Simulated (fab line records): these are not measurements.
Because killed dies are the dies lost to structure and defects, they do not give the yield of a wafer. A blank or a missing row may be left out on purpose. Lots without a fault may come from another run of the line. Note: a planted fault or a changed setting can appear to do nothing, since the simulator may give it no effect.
Problem report, 8D (eight disciplines) form, completed by code || flow gf180mcu || the parts of the form that need people (team, actions taken, sign-off) are left out

1. WHAT WENT WRONG
Wafers free of any fault read 0.0329 ohm/sq (standard deviation 0.00033) for TOP_METAL_ALCU_RS at GF_TOP_METAL_RS_MEAS_05, against a mean of 0.0593 ohm/sq on 3 wafers of 2 lots. That puts it +80 standard deviations away from the usual mean.
The step: measures by four-point-probe.
First seen on wafer L999.4, day 30 16:16, on film metro-03. At this step, 30 wafers from 10 lots have a number in the record. Rule for "out", or "out of limits": more than 4 standard deviations from the usual mean. The other wafers with a number count as sound.

2. WHAT IT IS, WHAT IT ISN'T
{"question": "which readings at this step", "is": "TOP_METAL_ALCU_RS", "is not": "-"}
{"question": "which lots", "is": "L100, L999", "is not": "L106, L109, L110, L111, L988, L989, L991, L994"}
{"question": "which wafers of those lots", "is": "L100.2, L999.4, L999.6", "is not": "L100.1, L100.3, L999.1"}
{"question": "read on which gauges", "is": "film metro-03", "is not": "film metro-01, film metro-02"}
{"question": "when", "is": "from day 30 16:16", "is not": "up to then (13 sound wafers); but 14 sound wafers of L100, L106, L109, L110, L111 came after"}

3. THE SUSPECTS, EACH WITH WHAT RULES IT OUT
Counting: any tool at a process step up to the reading remains a suspect provided it ran every lot that is out. Sound lots after the first of them don't rule it out here, since some wafers of a struck lot are sound.
- the gauge at GF_TOP_METAL_RS_MEAS_05 is ruled out. All the wafers that are out were read on film metro-03, but those of them that GF_TOP_METAL_METAL_ETCH_16 has rows for are out there too, on other tools.
- plasma asher-04 at GF_M5_STRIP_11 (strips in O2/N2): kept. It ran every lot that is out, first L999 (day 29 18:23); its last sound lot up to then is L994 (day 28 07:52).
- pvd sputter-02 at GF_TOP_METAL_SPUTTER_02 (material AlCu, target thk 900 nm, time 47.82 s): kept. It ran every lot that is out, first L999 (day 30 16:11); its last sound lot up to then is L994 (day 29 05:37).
The count leaves pvd sputter-02 at GF_TOP_METAL_SPUTTER_02 and plasma asher-04 at GF_M5_STRIP_11.

4. THE CAUSE (what the simulator had put in)
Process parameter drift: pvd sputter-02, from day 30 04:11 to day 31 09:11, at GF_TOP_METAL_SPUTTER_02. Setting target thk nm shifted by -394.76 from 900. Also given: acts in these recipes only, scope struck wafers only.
Counting left 2 suspects, and this tool is among them.

5. THE CHAIN OF EFFECTS, in route order
Each row: a reading where the mean over the struck wafers with a number is more than 3 standard deviations away from the usual. Readings are gone through only where the record gives a usual standard deviation; hours: the median, over the lots, of the time from a lot's start at the first step in this table giving one to that lot's start at this step; sigmas: the change measured in usual standard deviations.
{"hours": 0, "step": "GF_TOP_METAL_RS_MEAS_05", "reading": "TOP_METAL_ALCU_RS", "usual": "0.0329 ohm/sq", "on struck wafers": 0.0593, "change": "+0.0264", "sigmas": "+80"}
{"hours": 0, "step": "GF_TOP_METAL_THK_MEAS_06", "reading": "TOP_METAL_ALCU_THK", "usual": "890 nm", "on struck wafers": 491, "change": -399, "sigmas": -33}
{"hours": 17, "step": "GF_TOP_METAL_METAL_ETCH_16", "reading": "oes product au", "usual": "0.963 a.u.", "on struck wafers": 0.735, "change": -0.228, "sigmas": -38}
{"hours": 17, "step": "GF_TOP_METAL_METAL_ETCH_16", "reading": "throttle valve pct", "usual": "28.260 %", "on struck wafers": 28.511, "change": "+0.251", "sigmas": "+23"}
The process steps in it:
- GF_TOP_METAL_METAL_ETCH_16: etches the open film in Cl2/BCl3, stops on SiO2, target depth 1077.5 nm, time 179.6 s.

6. HOW IT WOULD HAVE BEEN CAUGHT EARLIER
The first out-of-limits reading at a measuring or inspecting step in this record came at day 30 16:16, 12 hours after the fault's start at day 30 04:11.
Tool readings at GF_TOP_METAL_SPUTTER_02 with a usual standard deviation given in the record: none out on any struck wafer, hence no alarm at a limit of 4 standard deviations on them.
Lots out: 2; of these, L100 started GF_TOP_METAL_SPUTTER_02 on pvd sputter-02 after day 30 16:16. A tool hold placed at that time would have kept it from harm.
